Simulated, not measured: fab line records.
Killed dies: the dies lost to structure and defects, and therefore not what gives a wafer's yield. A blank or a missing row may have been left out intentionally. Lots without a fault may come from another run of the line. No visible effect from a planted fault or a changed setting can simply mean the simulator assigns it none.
Comparing a struck lot with a sound one    flow sky130    16 out of 708 route steps
Sound: these wafers, L138.3, L138.5, L138.6. Struck: wafers L130.2, L130.3, L130.5. Last of all comes the cause.
At each step with rows: each side's tool, then ch and its chambers, then its first start. Under that, the readings that differ: sound wafers    struck wafers    difference of the means    sigmas: that difference in standard deviations of wafers without a fault.
alike: a reading whose means differ by less than 2 such deviations, as well as words and numbers matching on both sides. not compared: withheld readings; readings where some wafer has no value; bounds like >300 that might hide an equal value; numbers whose values overlap and for which the record gives no deviation.
A row with sigmas, a row that says differs or no value, or rows on one side alone: a step with any of these is where the two part. Non-overlapping numbers with no deviation appear without sigmas and do not part them. A reading that every wafer of one side lacks parts them only if that side has two wafers or more.

SKY_VIA2_BOW_MEAS_03:
  struck on filmMetro-02, day 38 16:32; sound on filmMetro-02, day 41 06:19
  alike: VIA2_BOW
then, 8 steps without rows for these wafers: SKY_VIA2_DEHYDRATE_04 (time 60 s); SKY_VIA2_HMDS_05 (prime time 60 s); SKY_VIA2_COAT_06 (resist thk 60 nm); SKY_VIA2_COAT_07 (resist thk 450 nm); SKY_VIA2_SOFTBAKE_08 (time 90 s); SKY_VIA2_EXPOSE_09 (exposes mask VIM2, target cd 200 nm); SKY_VIA2_PEB_10; SKY_VIA2_DEVELOP_11 (develop time 60 s).
SKY_VIA2_CD_MEAS_12 targets a cd of 200 nm.
  struck on cdSem-01, day 39 17:40; sound on cdSem-01, day 42 05:04
  alike: cdNm
SKY_VIA2_OVL_MEAS_13:
  struck on overlay-01, day 39 17:46; sound on overlay-01, day 42 05:10
  alike: VIA2_OVL
SKY_VIA2_ETCH_14: etches BARC in N2/H2, stops on SiO2, time 45.9 s, target depth 60 nm.
  sound on rieDiel-03 ch 0,1,3, day 42 05:11; struck on rieDiel-03 ch 0,1,2, day 39 17:47
  alike: drypumpMotorCurrentA, h2FlowSccm, oesProductAu, runLengthS, throttleValvePct
  not compared: rfHoursCounterH
SKY_VIA2_ETCH_15: etches SiO2 in C4F8/O2/Ar, stops on TiN, target depth 546 nm, time 84 s.
  sound on rieDiel-03 ch 0,1,3, day 42 05:13; struck on rieDiel-03 ch 0,1,2, day 39 17:50
reading                                     sound              struck             difference  sigmas
oesProductAu (a.u.)                         0.927 0.922 0.919  0.866 0.864 0.869  -0.056      -12
runLengthS (s)                              112.4 112.3 113.0  122.7 122.4 122.8  +10.1       +27
model.KrF-thick_of_VIA2_COAT_07.thkNm (nm)  284.8 279 282      271.1 268.7 269.5  -12.2       
model.TiN_of_METAL2_SPUTTER_04.thkNm (nm)   69.02 69.21 69.1   66.48 67.85 67.65  -1.78       
  not compared: rfHoursCounterH
SKY_VIA2_STRIP_16: strips in O2/N2.
  sound on plasmaAsher-03 ch 0,1, day 42 05:19; struck on plasmaAsher-02 ch 0,1, day 39 17:54
reading                   sound              struck             difference  sigmas
stripTimeToEndpointS (s)  4.065 3.997 4.017  3.919 3.915 3.904  -0.114      -4
  alike: drypumpMotorCurrentA, oesProductAu
  not compared: rfHoursCounterH
then, 1 step without rows for these wafers: SKY_VIA2_STRIP_17 (strips in post etch residue remover, time 1200 s).
-- the record jumps here: 9 days lie between the struck wafers' starts before and after (it left off in module VIA2 and takes up again in module PAD_OPEN, whose first step shown is number 708 of the route) --
SKY_PAD_OPEN_PROBE_99:
  only the struck wafers here have rows in the record (prober-02, day 48 07:41); the sound ones have none

== WHERE THEY PART ==
First at SKY_VIA2_ETCH_15; last, within this record, at SKY_PAD_OPEN_PROBE_99.

WHY: what the simulator had put in
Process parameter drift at SKY_VIA2_ETCH_15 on rieDiel-03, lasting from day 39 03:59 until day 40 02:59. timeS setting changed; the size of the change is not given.
